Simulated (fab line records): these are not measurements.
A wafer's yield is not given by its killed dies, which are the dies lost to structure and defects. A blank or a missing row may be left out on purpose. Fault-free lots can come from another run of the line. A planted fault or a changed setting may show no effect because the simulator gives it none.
Which of the tools did it? / flow sfq-line / at 1 step of a route of 325, 14 lots with 41 wafers sampled

## WHAT EACH GAUGE READ, for each wafer
The record lacks any reading of a measuring or inspecting step that a usual standard deviation could be used to judge.

## WHAT TOOL EACH LOT RAN ON (gives the tool, then ch and the chambers of the sampled wafers, and finally the start)
lot=L952; SFQ_TRILAYER_I7_CMP_CMP_184=cmp-01 ch 0,3, day 63 23:36
lot=L953; SFQ_TRILAYER_I7_CMP_CMP_184=cmp-01 ch 0,2, day 64 10:36
lot=L954; SFQ_TRILAYER_I7_CMP_CMP_184=cmp-01 ch 0,2,3, day 64 14:24
lot=L955; SFQ_TRILAYER_I7_CMP_CMP_184=cmp-02 ch 1,2, day 65 15:53
lot=L957; SFQ_TRILAYER_I7_CMP_CMP_184=cmp-02 ch 0,1,2, day 65 20:54
lot=L965; SFQ_TRILAYER_I7_CMP_CMP_184=cmp-02 ch 0,2, day 67 02:55
lot=L966; SFQ_TRILAYER_I7_CMP_CMP_184=cmp-02 ch 1,2, day 67 05:55
lot=L968; SFQ_TRILAYER_I7_CMP_CMP_184=cmp-02 ch 1,2, day 67 08:25
lot=L969; SFQ_TRILAYER_I7_CMP_CMP_184=cmp-01 ch 1,2, day 67 12:48
lot=L970; SFQ_TRILAYER_I7_CMP_CMP_184=cmp-02 ch 2,3, day 68 03:55
lot=L971; SFQ_TRILAYER_I7_CMP_CMP_184=cmp-02 ch 0,2,3, day 68 06:55
lot=L972; SFQ_TRILAYER_I7_CMP_CMP_184=cmp-01 ch 0,1,3, day 68 07:48
lot=L973; SFQ_TRILAYER_I7_CMP_CMP_184=cmp-01 ch 0,2,3, day 72 03:43
lot=L975; SFQ_TRILAYER_I7_CMP_CMP_184=cmp-02 ch 1,2,3, day 72 20:06
- SFQ_TRILAYER_I7_CMP_CMP_184: polishes SiO2.

## WHAT THE TOOLS THEMSELVES READ (means of the sampled wafers that have a number; where no wafer has one, the mark that the record gives instead)
SFQ_TRILAYER_I7_CMP_CMP_184.
lot=L952; tool=cmp-01; head-pressure-psi (psi)=3.005; motor-current-A (A)=12.0; slurry-filter-dp-kPa (kPa)=13.52; time-to-endpoint-s (s)=224
lot=L953; tool=cmp-01; head-pressure-psi (psi)=3.053; motor-current-A (A)=10.4; slurry-filter-dp-kPa (kPa)=13.73; time-to-endpoint-s (s)=218
lot=L954; tool=cmp-01; head-pressure-psi (psi)=3.039; motor-current-A (A)=10.9; slurry-filter-dp-kPa (kPa)=13.38; time-to-endpoint-s (s)=210
lot=L955; tool=cmp-02; head-pressure-psi (psi)=3.003; motor-current-A (A)=10.3; slurry-filter-dp-kPa (kPa)=13.68; time-to-endpoint-s (s)=229
lot=L957; tool=cmp-02; head-pressure-psi (psi)=3.001; motor-current-A (A)=10.6; slurry-filter-dp-kPa (kPa)=13.54; time-to-endpoint-s (s)=218
lot=L965; tool=cmp-02; head-pressure-psi (psi)=3.002; motor-current-A (A)=10.7; slurry-filter-dp-kPa (kPa)=13.54; time-to-endpoint-s (s)=225
lot=L966; tool=cmp-02; head-pressure-psi (psi)=2.992; motor-current-A (A)=10.7; slurry-filter-dp-kPa (kPa)=13.63; time-to-endpoint-s (s)=219
lot=L968; tool=cmp-02; head-pressure-psi (psi)=3.000; motor-current-A (A)=10.4; slurry-filter-dp-kPa (kPa)=13.70; time-to-endpoint-s (s)=224
lot=L969; tool=cmp-01; head-pressure-psi (psi)=3.006; motor-current-A (A)=9.6; slurry-filter-dp-kPa (kPa)=13.59; time-to-endpoint-s (s)=216
lot=L970; tool=cmp-02; head-pressure-psi (psi)=2.993; motor-current-A (A)=10.1; slurry-filter-dp-kPa (kPa)=13.48; time-to-endpoint-s (s)=222
lot=L971; tool=cmp-02; head-pressure-psi (psi)=3.000; motor-current-A (A)=10.3; slurry-filter-dp-kPa (kPa)=13.57; time-to-endpoint-s (s)=223
lot=L972; tool=cmp-01; head-pressure-psi (psi)=3.003; motor-current-A (A)=11.2; slurry-filter-dp-kPa (kPa)=13.46; time-to-endpoint-s (s)=223
lot=L973; tool=cmp-01; head-pressure-psi (psi)=2.999; motor-current-A (A)=10.8; slurry-filter-dp-kPa (kPa)=13.61; time-to-endpoint-s (s)=230
lot=L975; tool=cmp-02; head-pressure-psi (psi)=3.001; motor-current-A (A)=9.9; slurry-filter-dp-kPa (kPa)=13.41; time-to-endpoint-s (s)=223

## THE ANSWER, worked out from the rows above alone
Rule: usual is defined by the lots themselves. Put in order of their means at a reading, lots are off if they are a third of the lots or fewer, leave a main group of 4 or more, and stand apart from it by a gap of 3 or more times the standard deviation of the main group's means; of several such gaps the widest counts. The tables above print the reading to a certain number of digits; a main group whose means all agree to those digits is not used. Also off: a lot with no number at a reading for which 4 or more lots have one. Any other lot the step has rows for is counted as sound. The gauges are gone through in route order, then the tools' own readings, and for those a lot's mean is taken as printed above. At the first step where some lot is off, the reading lying furthest off is the one used; lots without a number count as furthest.
Off: L953, L954, at SFQ_TRILAYER_I7_CMP_CMP_184 (head-pressure-psi). The main group: mean 3.000 psi, standard deviation 0.0041.
If a tool, at that step or one of the process steps before it, ran each lot that is off and ran no sound lot following the first of them, it fits. Of those tried, none fits.

## WHAT WAS PUT IN BY THE SIMULATOR
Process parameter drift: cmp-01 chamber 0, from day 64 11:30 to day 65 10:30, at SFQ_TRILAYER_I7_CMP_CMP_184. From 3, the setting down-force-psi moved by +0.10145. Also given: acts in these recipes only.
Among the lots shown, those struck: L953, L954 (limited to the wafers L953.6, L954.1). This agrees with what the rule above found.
